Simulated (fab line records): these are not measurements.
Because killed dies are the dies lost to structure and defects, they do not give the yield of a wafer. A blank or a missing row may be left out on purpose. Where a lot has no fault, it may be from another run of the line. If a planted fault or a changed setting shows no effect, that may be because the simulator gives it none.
fab line records	flow gf180mcu
[record] lots = 15	wafers = 45	last-day = 34
route steps=602 shown V3@431 M4@467 V4@479
lots untouched by any fault: they come from a run of this same line in which no faults occurred
start-h: the number of hours between the record's first day and the start of the first shown wafer of the lot	wait-h: hours from the lot's prior step to this one	" repeats the value in the row above	L1.1+2: one row covering several wafers at once	- either no value or no given start	* or withheld: withheld	< > ~ a bound
route shown NAME@n: NAME is a module with steps in the file, n the number in the route of the first one	usual: mean and standard deviation over wafers with no fault	same: alike in all rows	chamber/n: place in a boat	sites: per-site readings	_std_site: standard deviation of those values	_edge_site: inner sites' mean taken away from outer sites' mean	radius-mm: how far each site lies from the wafer's centre	mask NAME#n: copy n	behind: the most recent tool/chamber to have shaped the wafer	hold: reason for holding the lot/hours on hold/outcome of the hold	device: which transistor (n, p or np) failed to switch	end of line: tests of these same wafers at the route's end	a step given without rows: its recipe and nothing more	killed: the dies lost at the first sort to structure and to defects; this is not the yield of the wafer	map: a wafer's dies, x killed, . not, _ none there
set.NAME: the run value of the setting; set.NAME@STEP: its run value at that earlier step	model.NAME: the simulator's own value behind a step, which no gauge read
a sample of lots followed through the steps of the route, with each step as a table and each wafer as a row
services: when a tool's chamber went out of use (start-h, in hours from the record's first day, below 0 if earlier), for how many hours, and the reason
[[steps]]
[step GF_V3_CVD_02]
[recipe] material = SiO2	target-thk-nm = 850	precursor = TEOS	temp-c = 400	time-s = 94.851	rf-w = 600
[usual] heater-power-outer-w = 340/55	heater-power-w = 609/86
[same] time-s = 94.851
lot.wafer	tool	chamber	start-h	wait-h	heater-power-outer-w	heater-power-w
L424.2	pecvd-02	2	495.90	0.0	441	752
L424.4	"	2	"	"	348	631
L424.5	"	1	"	"	343	566
L425.1	pecvd-03	2	505.14	0.1	291	510
L425.2	"	0	"	"	344	678
L425.6	"	0	"	"	374	704
L427.2	pecvd-03	1	521.85	0.0	370	626
L427.3	"	2	"	"	259	460
L427.6	"	2	"	"	287	500
L428.2	pecvd-03	1	529.59	0.0	421	699
L428.4	"	2	"	"	285	481
L428.6	"	0	"	"	277	567
L429.4	pecvd-03	1	531.30	0.1	396	663
L429.5	"	0	"	"	328	657
L429.6	"	2	"	"	315	531
L430.2	pecvd-03	2	545.95	0.0	301	509
L430.5	"	0	"	"	279	570
L430.6	"	2	"	"	322	540
L432.1	pecvd-02	2	562.26	0.1	431	742
L432.2	"	0	"	"	336	638
L432.3	"	1	"	"	341	572
L433.1	pecvd-04	2	564.76	0.1	314	560
L433.2	"	0	"	"	316	593
L433.5	"	0	"	"	338	608
L437.2	pecvd-02	1	598.81	0.0	320	532
L437.4	"	2	"	"	449	759
L437.5	"	0	"	"	315	603
L438.2	pecvd-02	1	607.55	0.0	288	492
L438.4	"	2	"	"	440	737
L438.5	"	1	"	"	316	528
L439.3	pecvd-04	2	613.70	0.0	314	570
L439.4	"	2	"	"	325	609
L439.5	"	1	"	"	393	726
L440.3	pecvd-04	2	617.55	0.0	321	594
L440.5	"	2	"	"	335	598
L440.6	"	1	"	"	296	614
L443.1	pecvd-02	1	641.27	0.1	287	489
L443.3	"	0	"	"	348	635
L443.6	"	2	"	"	409	687
L444.1	pecvd-04	1	646.53	0.1	412	730
L444.3	"	0	"	"	324	566
L444.6	"	2	"	"	293	540
L445.1	pecvd-02	2	657.37	0.1	447	752
L445.2	"	1	"	"	300	498
L445.4	"	2	"	"	346	603
[step GF_V3_ETCH_17]
[recipe] chemistry = C4F8/O2/Ar	mask-material = KrF	target = SiO2	stop-on = TiN	source-w = 1500	bias-w = 1200	pressure-mtorr = 40	c4f8-flow-sccm = withheld	O2_flow_sccm = 6	Ar_flow_sccm = 300	time-s = withheld	target-depth-a = 6350
[usual] oes-product-au = 0.856/0.0047
lot.wafer	tool	chamber	start-h	wait-h	oes-product-au
L424.2	rie-diel-04	3	-	-	0.857
L424.4	"	0	"	"	0.857
L424.5	"	1	"	"	0.854
L425.1	rie-diel-04	0	-	-	0.854
L425.2	"	2	"	"	0.855
L425.6	"	0	"	"	0.854
L427.2	rie-diel-03	0	-	-	0.868
L427.3	"	1	"	"	0.865
L427.6	"	0	"	"	0.853
L428.2	rie-diel-04	2	-	-	0.863
L428.4	"	1	"	"	0.858
L428.6	"	2	"	"	0.862
L429.4	rie-diel-04	1	-	-	0.862
L429.5	"	3	"	"	0.867
L429.6	"	2	"	"	0.856
L430.2	rie-diel-04	2	-	-	0.865
L430.5	"	2	"	"	0.844
L430.6	"	3	"	"	0.859
L432.1	rie-diel-03	1	-	-	0.861
L432.2	"	0	"	"	0.855
L432.3	"	2	"	"	0.853
L433.1	rie-diel-03	0	-	-	0.858
L433.2	"	2	"	"	0.855
L433.5	"	0	"	"	0.853
L437.2	rie-diel-04	2	-	-	0.852
L437.4	"	1	"	"	0.859
L437.5	"	1	"	"	0.858
L438.2	rie-diel-03	0	-	-	0.857
L438.4	"	2	"	"	0.857
L438.5	"	3	"	"	0.866
L439.3	rie-diel-02	3	-	-	0.858
L439.4	"	1	"	"	0.855
L439.5	"	3	"	"	0.855
L440.3	rie-diel-04	0	-	-	0.851
L440.5	"	3	"	"	0.849
L440.6	"	2	"	"	0.849
L443.1	rie-diel-04	2	-	-	0.853
L443.3	"	3	"	"	0.854
L443.6	"	3	"	"	0.855
L444.1	rie-diel-03	2	-	-	0.863
L444.3	"	3	"	"	0.856
L444.6	"	0	"	"	0.857
L445.1	rie-diel-04	1	-	-	0.850
L445.2	"	3	"	"	0.852
L445.4	"	0	"	"	0.851
[step GF_M4_EXPOSE_11]
[recipe] mask-id = Metal4	target-cd-nm = 280	na = 0.68	source-shape = conventional	sigma-outer = 0.6	dose-mj = 28
[usual] exposure-dose-mJ-cm2 = 27.984/0.029	focus-offset-nm = 0.0/0.53	reticle-temp-C = 22.99/0.11	stage-vel-mm-s = 500.04/0.22
lot.wafer	tool	chamber	start-h	wait-h	mask	exposure-dose-mJ-cm2	focus-offset-nm	reticle-temp-C	stage-vel-mm-s
L424.2	krf-scanner-02	0	532.95	-	Metal4#0	28.017	-0.7	22.96	500.05
L424.4	"	0	"	"	Metal4#0	27.932	-0.1	22.96	500.08
L424.5	"	0	"	"	Metal4#0	27.932	-0.1	22.87	500.01
L425.1	krf-scanner-02	0	541.35	-	Metal4#0	27.983	-0.3	23.24	500.27
L425.2	"	0	"	"	Metal4#0	28.006	0.3	23.21	500.10
L425.6	"	0	"	"	Metal4#0	27.975	0.1	23.20	500.26
L427.2	krf-scanner-01	0	558.20	-	Metal4#0	27.983	-0.4	23.08	500.27
L427.3	"	0	"	"	Metal4#0	27.973	-0.2	22.99	500.21
L427.6	"	0	"	"	Metal4#0	27.969	0.2	23.07	499.88
L428.2	krf-scanner-02	0	565.49	-	Metal4#0	27.982	0.8	23.27	500.35
L428.4	"	0	"	"	Metal4#0	27.993	0.9	23.10	499.73
L428.6	"	0	"	"	Metal4#0	27.976	0.6	22.83	500.24
L429.4	krf-scanner-02	0	566.94	-	Metal4#0	27.924	0.6	23.00	499.86
L429.5	"	0	"	"	Metal4#0	27.929	0.4	22.88	499.93
L429.6	"	0	"	"	Metal4#0	27.994	0.6	22.93	500.00
L430.2	krf-scanner-01	0	581.90	-	Metal4#0	28.025	-0.2	22.90	500.00
L430.5	"	0	"	"	Metal4#0	28.009	-0.4	22.91	500.10
L430.6	"	0	"	"	Metal4#0	28.007	0.6	22.93	500.29
L432.1	krf-scanner-02	0	597.19	-	Metal4#0	27.997	-1.1	22.90	500.17
L432.2	"	0	"	"	Metal4#0	27.921	-0.7	22.91	500.24
L432.3	"	0	"	"	Metal4#0	27.972	-1.0	23.11	500.13
L433.1	krf-scanner-02	0	598.90	-	Metal4#0	27.962	-0.8	23.04	500.03
L433.2	"	0	"	"	Metal4#0	28.002	0.0	22.94	500.23
L433.5	"	0	"	"	Metal4#0	27.988	0.1	23.01	500.16
L437.2	krf-scanner-02	-	631.92	-	Metal4#0	-	-	-	-
L437.4	"	-	"	"	Metal4#0	-	-	-	-
L437.5	"	-	"	"	Metal4#0	-	-	-	-
L438.2	krf-scanner-01	-	641.04	-	Metal4#0	-	-	-	-
L438.4	"	-	"	"	Metal4#0	-	-	-	-
L438.5	"	-	"	"	Metal4#0	-	-	-	-
L439.3	krf-scanner-01	-	647.17	-	Metal4#0	-	-	-	-
L439.4	"	-	"	"	Metal4#0	-	-	-	-
L439.5	"	-	"	"	Metal4#0	-	-	-	-
L440.3	krf-scanner-02	0	650.40	-	Metal4#0	27.969	1.1	22.99	500.14
L440.5	"	0	"	"	Metal4#0	27.989	0.5	22.85	499.92
L440.6	"	0	"	"	Metal4#0	27.956	0.4	23.00	500.17
L443.1	krf-scanner-02	0	673.47	-	Metal4#0	28.008	-0.2	22.89	499.92
L443.3	"	0	"	"	Metal4#0	28.036	-0.8	22.80	500.47
L443.6	"	0	"	"	Metal4#0	28.012	-0.3	22.73	500.15
L444.1	krf-scanner-02	0	678.45	-	Metal4#0	28.037	-0.3	22.87	499.84
L444.3	"	0	"	"	Metal4#0	27.987	0.2	22.99	499.86
L444.6	"	0	"	"	Metal4#0	27.985	-0.4	22.86	499.88
L445.1	krf-scanner-01	0	688.58	-	Metal4#0	27.957	0.4	23.03	500.23
L445.2	"	0	"	"	Metal4#0	27.942	-0.8	22.87	500.34
L445.4	"	0	"	"	Metal4#0	27.976	0.5	23.05	499.94
[step GF_V4_THK_MEAS_03]
[recipe] reads = SiO2_of_V4_CVD_02
[usual] V4_CVD_02_THK = 843/14
lot.wafer	tool	chamber	start-h	wait-h	V4_CVD_02_THK[nm]
L424.2	film-metro-03	-	544.80	0.0	823
L424.4	"	-	"	"	840
L424.5	"	-	"	"	828
L425.1	film-metro-01	-	553.27	0.0	823
L425.2	"	-	"	"	827
L425.6	"	-	"	"	845
L427.2	film-metro-03	-	569.83	0.0	826
L427.3	"	-	"	"	818
L427.6	"	-	"	"	823
L428.2	film-metro-03	-	577.23	0.0	839
L428.4	"	-	"	"	858
L428.6	"	-	"	"	857
L429.4	film-metro-03	-	578.52	0.0	855
L429.5	"	-	"	"	861
L429.6	"	-	"	"	846
L430.2	film-metro-03	-	593.03	0.0	822
L430.5	"	-	"	"	844
L430.6	"	-	"	"	858
L432.1	film-metro-03	-	608.35	0.0	831
L432.2	"	-	"	"	836
L432.3	"	-	"	"	844
L433.1	film-metro-04	-	610.05	0.0	838
L433.2	"	-	"	"	839
L433.5	"	-	"	"	849
L440.3	film-metro-03	-	660.78	0.1	844
L440.5	"	-	"	"	851
L440.6	"	-	"	"	849
L443.1	film-metro-03	-	684.19	0.0	841
L443.3	"	-	"	"	851
L443.6	"	-	"	"	863
L444.1	film-metro-04	-	688.82	0.0	828
L444.3	"	-	"	"	843
L444.6	"	-	"	"	826
L445.1	film-metro-03	-	698.82	0.1	848
L445.2	"	-	"	"	827
L445.4	"	-	"	"	854
[[services]]
tool	chamber	start-h	hours	kind
pecvd-03	-	478.19	2.6	repair
rie-diel-03	1	481.05	1.6	repair
krf-scanner-01	-	481.41	4.2	repair
krf-scanner-02	-	500.59	1.0	pm
rie-diel-04	2	511.41	16.8	repair
krf-scanner-02	-	515.19	1.3	pm
pecvd-02	2	517.81	9.8	repair
krf-scanner-01	-	536.14	0.9	repair
krf-scanner-01	-	540.78	1.0	pm
pecvd-03	-	542.83	2.8	pm
rie-diel-04	3	556.80	5.1	repair
krf-scanner-01	-	566.70	0.8	pm
rie-diel-03	-	568.00	1.3	repair
krf-scanner-01	-	569.04	1.3	pm
krf-scanner-01	-	596.88	4.0	pm
krf-scanner-02	-	600.90	0.8	pm
krf-scanner-01	-	601.65	0.8	pm
pecvd-03	-	604.48	1.4	repair
krf-scanner-01	-	612.58	1.9	repair
pecvd-02	2	630.62	7.6	repair
krf-scanner-02	-	633.36	1.8	repair
krf-scanner-02	-	653.14	3.6	pm
krf-scanner-02	-	669.59	1.0	pm
pecvd-02	1	676.07	9.9	repair
[[key]]
[first-sign] step = GF_M4_EXPOSE_11	reading = tool-record	direction = missing
effect none on later readings
met-at GF_M4_EXPOSE_11
struck-lots L437,L438,L439
later-rows-left-out L437.2,L437.4,L437.5,L438.2,L438.4,L438.5,L439.3,L439.4,L439.5
sort-left-out L437.2,L437.4,L437.5,L438.2,L438.4,L438.5,L439.3,L439.4,L439.5
not-acting-at GF_V3_CVD_02,GF_V3_ETCH_17,GF_V4_THK_MEAS_03
onset-between 598.90 631.92
[fault] kind = skipped-step-whole	tool = krf-scanner-01,krf-scanner-02	chamber = -	onset-h = 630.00	steps = GF_M4_EXPOSE_11	scope = struck-lots-only
// sort-left-out: the simulated sort isn't trusted on such a fault, so these wafers' sort isn't shown, and their yield isn't known
// later-rows-left-out: the simulator's readings of these wafers behind a module that went badly wrong aren't trusted and aren't shown, but for the sort
